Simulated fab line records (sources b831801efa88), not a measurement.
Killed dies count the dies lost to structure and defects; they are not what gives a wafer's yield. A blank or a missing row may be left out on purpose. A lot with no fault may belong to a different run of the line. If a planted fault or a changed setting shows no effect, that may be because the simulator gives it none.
Which tool did it? | flow sky130 | 12 lots, 36 wafers sampled, at 5 steps of a route of 708

== WHAT THE GAUGES READ, wafer by wafer ==
The record lacks any reading of a measuring or inspecting step that a usual standard deviation could be used to judge.

== WHICH TOOL RAN EACH LOT (tool, then ch and the chambers of the sampled wafers, then the start) ==
lot  | SKY_METAL2_CLEAN_22             | SKY_VIA3_ETCH_14                   | SKY_METAL4_SPUTTER_04        | SKY_METAL5_SPUTTER_03        | SKY_PAD_OPEN_PROBE_99
L176 | wet-bench-02 ch 1, day 36 05:34 | rie-diel-02 ch 1,2,3, day 40 13:32 | pvd-sputter-03, day 40 15:00 | pvd-sputter-02, day 43 18:19 | prober-01, day 46 19:57
L180 | wet-bench-02 ch 1, day 36 06:37 | rie-diel-03 ch 0,1,3, day 40 15:02 | pvd-sputter-04, day 40 16:35 | pvd-sputter-03, day 43 20:13 | prober-02, day 46 22:57
L175 | wet-bench-01 ch 1, day 36 07:02 | rie-diel-04 ch 1,2, day 40 15:11   | pvd-sputter-03, day 40 16:43 | pvd-sputter-02, day 43 20:19 | prober-02, day 46 23:15
L178 | wet-bench-01 ch 2, day 36 07:17 | rie-diel-02 ch 1,2,3, day 40 15:29 | pvd-sputter-04, day 40 17:01 | pvd-sputter-03, day 43 20:31 | prober-01, day 46 23:21
L177 | wet-bench-01 ch 3, day 36 08:54 | rie-diel-03 ch 2,3, day 40 17:47   | pvd-sputter-01, day 40 19:16 | pvd-sputter-04, day 43 22:37 | prober-02, day 46 23:55
L182 | wet-bench-01 ch 3, day 36 11:49 | rie-diel-03 ch 2,3, day 40 18:53   | pvd-sputter-04, day 40 20:22 | pvd-sputter-04, day 43 23:19 | prober-01, day 47 00:27
L183 | wet-bench-01 ch 3, day 37 16:01 | rie-diel-02 ch 0,3, day 41 20:11   | pvd-sputter-01, day 41 21:39 | pvd-sputter-02, day 44 23:05 | prober-01, day 47 21:05
L187 | wet-bench-02 ch 3, day 42 07:28 | rie-diel-02 ch 0,2,3, day 46 06:11 | pvd-sputter-01, day 46 07:47 | pvd-sputter-03, day 48 23:44 | prober-02, day 51 10:01
L188 | wet-bench-02 ch 0, day 42 11:28 | rie-diel-04 ch 0,3, day 46 08:41   | pvd-sputter-03, day 46 10:16 | pvd-sputter-03, day 49 00:20 | prober-02, day 51 11:34
L186 | wet-bench-02 ch 3, day 42 12:49 | rie-diel-02 ch 0,2,3, day 46 10:53 | pvd-sputter-04, day 46 12:29 | pvd-sputter-03, day 49 01:02 | prober-01, day 51 13:04
L198 | wet-bench-02 ch 3, day 42 17:39 | rie-diel-04 ch 0,1, day 46 20:20   | pvd-sputter-04, day 46 21:51 | pvd-sputter-03, day 49 10:26 | prober-02, day 51 18:17
L193 | wet-bench-02 ch 2, day 42 19:26 | rie-diel-04 ch 0,2, day 46 21:56   | pvd-sputter-01, day 46 23:39 | pvd-sputter-04, day 49 12:19 | prober-02, day 51 22:02
- SKY_METAL2_CLEAN_22: cleans in IPA, time 180 s.
- SKY_VIA3_ETCH_14: etches BARC in N2/H2, stops on SiO2, time 45.9 s, target depth 60 nm.
- SKY_METAL4_SPUTTER_04: material TiN, target thk 70 nm, time 58.3 s.
- SKY_METAL5_SPUTTER_03: material Ti, target thk 5 nm, time 3.3 s.
- SKY_PAD_OPEN_PROBE_99

== WHAT THE TOOLS THEMSELVES READ (means of the sampled wafers that have a number; where no wafer has one, the mark that the record gives instead) ==
SKY_VIA3_ETCH_14. Usual: chamber-pressure-mTorr 30.001 mTorr, standard deviation 0.028; drypump-motor-current-A 5.6 A, standard deviation 0.4; n2-flow-sccm 100.00 sccm, standard deviation 0.3; oes-product-au 0.854 a.u., standard deviation 0.0045; rf-fwd-power-W 494.7 W, standard deviation 2.1; throttle-valve-pct 13.225 %, standard deviation 0.0087.
lot  | tool        | chamber-pressure-mTorr (mTorr) | drypump-motor-current-A (A) | n2-flow-sccm (sccm) | oes-product-au (a.u.) | rf-fwd-power-W (W) | throttle-valve-pct (%) | flag
L176 | rie-diel-02 | 29.997                         | 5.5                         | 99.74               | 0.854                 | 494.1              | 13.227                 |
L180 | rie-diel-03 | 29.993                         | 5.3                         | 100.04              | 0.850                 | 493.7              | 13.226                 |
L175 | rie-diel-04 | 29.976                         | 5.7                         | 100.17              | 0.855                 | 493.6              | 13.222                 |
L178 | rie-diel-02 | 30.007                         | 5.5                         | 99.81               | 0.856                 | 493.2              | 13.221                 |
L177 | rie-diel-03 | 29.986                         | 5.8                         | 99.93               | 0.852                 | 496.8              | 13.223                 |
L182 | rie-diel-03 | 30.010                         | 5.7                         | 100.19              | 0.858                 | 495.7              | 13.220                 |
L183 | rie-diel-02 | 30.007                         | 5.9                         | 99.93               | 0.849                 | 496.3              | 13.235                 |
L187 | rie-diel-02 | 29.992                         | 5.8                         | 100.11              | 0.859                 | 494.7              | 13.220                 |
L188 | rie-diel-04 | 30.017                         | 5.6                         | 100.02              | 0.860                 | 493.9              | 13.217                 |
L186 | rie-diel-02 | 29.977                         | 5.8                         | 100.25              | 0.858                 | 495.6              | 13.230                 |
L198 | rie-diel-04 | 30.016                         | 5.6                         | 100.10              | 0.856                 | 493.2              | 13.227                 |
L193 | rie-diel-04 | 30.007                         | 5.6                         | 100.07              | 0.854                 | 495.8              | 13.225                 |

SKY_METAL4_SPUTTER_04. Usual: 29.9 % for throttle-valve-pct, sd 1.1.
lot  | tool           | throttle-valve-pct (%) | flag
L176 | pvd-sputter-03 | 29.6                   |
L180 | pvd-sputter-04 | 30.5                   |
L175 | pvd-sputter-03 | 29.2                   |
L178 | pvd-sputter-04 | 30.0                   |
L177 | pvd-sputter-01 | 30.6                   |
L182 | pvd-sputter-04 | 29.9                   |
L183 | pvd-sputter-01 | 30.3                   |
L187 | pvd-sputter-01 | 29.9                   |
L188 | pvd-sputter-03 | 28.2                   |
L186 | pvd-sputter-04 | 30.7                   |
L198 | pvd-sputter-04 | 30.5                   |
L193 | pvd-sputter-01 | 30.0                   |

SKY_METAL5_SPUTTER_03. Usual: 29.9 % for throttle-valve-pct, sd 1.2.
lot  | tool           | throttle-valve-pct (%) | flag
L176 | pvd-sputter-02 | 30.3                   |
L180 | pvd-sputter-03 | 29.0                   |
L175 | pvd-sputter-02 | 30.0                   |
L178 | pvd-sputter-03 | 30.6                   |
L177 | pvd-sputter-04 | 31.3                   |
L182 | pvd-sputter-04 | 30.1                   |
L183 | pvd-sputter-02 | 30.2                   |
L187 | pvd-sputter-03 | 28.9                   |
L188 | pvd-sputter-03 | 28.0                   |
L186 | pvd-sputter-03 | 29.9                   |
L198 | pvd-sputter-03 | 29.3                   |
L193 | pvd-sputter-04 | 29.5                   |

SKY_PAD_OPEN_PROBE_99. Usual: defect-limited-yield 82.5 %, standard deviation 2; killed_at_M0_to_M3 42, standard deviation 7.3; killed_at_M4_up 3.4, standard deviation 2; killed-at-contacts 24, standard deviation 5.6; killed-at-front-end 16, standard deviation 4.5; killed-at-other 0.2, standard deviation 0.51; killed-dies 86, standard deviation 9.8; killed-open 46, standard deviation 7; killed-short 40, standard deviation 6.7; sort_bin_3_pad_short 0.9 %, standard deviation 0.42; sort_bin_5_function 10.3 %, standard deviation 1.5; sort_bin_6_memory 6.3 %, standard deviation 1.3; sort-n-pass 406, standard deviation 9.8; sort-yield-pct 82.5 %, standard deviation 2.
lot  | tool      | defect-limited-yield (%) | killed_at_M0_to_M3 | killed_at_M4_up | killed-at-contacts | killed-at-front-end | killed-at-other | killed-dies | killed-open | killed-short | sort_bin_3_pad_short (%) | sort_bin_5_function (%) | sort_bin_6_memory (%) | sort-n-pass | sort-yield-pct (%) | flag
L176 | prober-01 | 83.6                     | 50                 | 1.3             | 17                 | 12                  | 0.3             | 80          | 41          | 39           | 0.8                      | 11.1                    | 4.5                   | 412         | 83.6               |
L180 | prober-02 | 82.5                     | 38                 | 4.3             | 25                 | 18                  | 0.7             | 86          | 46          | 40           | 1.0                      | 10.9                    | 5.6                   | 406         | 82.5               |
L175 | prober-02 | 83.3                     | 42                 | 2.7             | 24                 | 14                  | 0.0             | 82          | 42          | 40           | 0.9                      | 10.2                    | 5.6                   | 410         | 83.3               |
L178 | prober-01 | 83.7                     | 41                 | 4.0             | 22                 | 14                  | 0.0             | 80          | 47          | 33           | 0.5                      | 10.3                    | 5.5                   | 412         | 83.7               |
L177 | prober-02 | 83.4                     | 38                 | 1.7             | 26                 | 16                  | 0.3             | 82          | 42          | 40           | 0.7                      | 9.9                     | 6.0                   | 410         | 83.4               |
L182 | prober-01 | 79.1                     | 53                 | 4.7             | 27                 | 18                  | 0.3             | 103         | 56          | 46           | 0.6                      | 12.7                    | 7.6                   | 389         | 79.1               |
L183 | prober-01 | 82.8                     | 43                 | 3.7             | 22                 | 16                  | 0.7             | 85          | 49          | 36           | 0.6                      | 11.3                    | 5.4                   | 407         | 82.8               |
L187 | prober-02 | 82.7                     | 35                 | 3.7             | 25                 | 21                  | 0.0             | 85          | 44          | 41           | 0.6                      | 10.0                    | 6.6                   | 407         | 82.7               |
L188 | prober-02 | 82.9                     | 38                 | 2.0             | 30                 | 15                  | 0.0             | 84          | 47          | 37           | 1.0                      | 10.0                    | 6.1                   | 408         | 82.9               |
L186 | prober-01 | 82.4                     | 41                 | 6.0             | 26                 | 13                  | 0.3             | 87          | 45          | 42           | 0.8                      | 10.0                    | 6.8                   | 405         | 82.4               |
L198 | prober-02 | 81.1                     | 47                 | 2.7             | 23                 | 20                  | 0.0             | 93          | 46          | 47           | 0.8                      | 10.2                    | 7.8                   | 399         | 81.1               |
L193 | prober-02 | 74.3                     | 90                 | 3.0             | 22                 | 12                  | 0.0             | 126         | 30          | 37           | 3.7                      | 16.4                    | 5.6                   | 366         | 74.3               | OFF

== THE ANSWER, worked out from the rows above alone ==
Rule: lot off if the mean of its wafers having a number is beyond 3 standard deviations from the usual mean. Also off: a lot with no number at a reading for which 4 or more lots have one. The other lots that the step has rows for count as sound. Order of review: gauges by route order, followed by the tools' own readings, for which a lot's mean as printed above is used. The first step at which some lot is off is used, and at that step the reading that is off furthest; a lot without a number counts as furthest.
Off at SKY_PAD_OPEN_PROBE_99 (sort_bin_3_pad_short): L193.
If a tool, at that step or one of the process steps before it, ran each lot that is off and ran no sound lot following the first of them, it fits. Can't be told from this: 5 tools fit, wet-bench-02 at SKY_METAL2_CLEAN_22, rie-diel-04 at SKY_VIA3_ETCH_14, pvd-sputter-01 at SKY_METAL4_SPUTTER_04, pvd-sputter-04 at SKY_METAL5_SPUTTER_03, prober-02 at SKY_PAD_OPEN_PROBE_99.

== WHAT WAS PUT IN BY THE SIMULATOR ==
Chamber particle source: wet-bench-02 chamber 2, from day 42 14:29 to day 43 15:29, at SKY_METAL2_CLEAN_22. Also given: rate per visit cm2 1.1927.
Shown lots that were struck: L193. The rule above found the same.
